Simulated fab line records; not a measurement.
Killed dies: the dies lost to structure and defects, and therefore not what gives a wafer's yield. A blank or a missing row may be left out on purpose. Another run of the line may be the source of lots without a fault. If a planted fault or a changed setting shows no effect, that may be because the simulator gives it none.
Chamber matching + flow sky130 + SKY_CAP2M_CVD_00 on pecvd-03 has 3 sister chambers
The step deposits SiO2, target thk 15.5 nm. 14 wafers are shown with their chamber, then 7 later ones without.

WAFERS, EACH WITH ITS CHAMBER
| wafer  | chamber | heater-power-w (W) |
|--------|---------|--------------------|
| L080.2 | 0       | 740                |
| L080.5 | 0       | 725                |
| L080.6 | 1       | 672                |
| L084.2 | 1       | 694                |
| L084.4 | 1       | 697                |
| L084.5 | 2       | 623                |
| L087.4 | 1       | 729                |
| L087.5 | 0       | 706                |
| L087.6 | 2       | 654                |
| L088.1 | 0       | 745                |
| L088.5 | 2       | 727                |
| L088.6 | 1       | 687                |
| L091.1 | 1       | 728                |
| L091.3 | 0       | 611                |

SIGNATURES (averages over the wafers above)
| reading        | chamber 0 | chamber 1 | chamber 2 | scatter within a chamber |
|----------------|-----------|-----------|-----------|--------------------------|
| heater-power-w | 705.40    | 701.17    | 668.00    | 43                       |
Rule: distance of a wafer from a chamber = root of the sum over the readings of ((wafer's reading minus chamber's mean) / reading's scatter) squared. The wafer belongs to the nearest chamber; if the next one is less than 2 further off, it can't be placed. How the scatter is found: for the shown wafers, subtract from each reading the mean of its chamber, square and add these, divide the total by (wafers less chambers), then take the root.

WAFERS MISSING THEIR CHAMBER
| wafer  | heater-power-w (W) |
|--------|--------------------|
| L091.5 | 631                |
| L093.1 | 714                |
| L093.4 | 667                |
| L093.5 | 657                |
| L095.2 | 701                |
| L095.5 | 665                |
| L095.6 | 699                |

THE CHAMBER EACH PASSED THROUGH
| wafer  | from the rows above          | in truth |
|--------|------------------------------|----------|
| L091.5 | can't be placed: 2 or 1 or 0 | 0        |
| L093.1 | can't be placed: 0 or 1 or 2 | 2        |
| L093.4 | can't be placed: 2 or 1 or 0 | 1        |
| L093.5 | can't be placed: 2 or 1 or 0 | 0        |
| L095.2 | can't be placed: 1 or 0 or 2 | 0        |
| L095.5 | can't be placed: 2 or 1 or 0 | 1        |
| L095.6 | can't be placed: 1 or 0 or 2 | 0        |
Correct placement for 0 of the 7. Unplaceable from these rows: 7, with the true chamber sitting among the candidates in 7. Wrongly placed: 0.
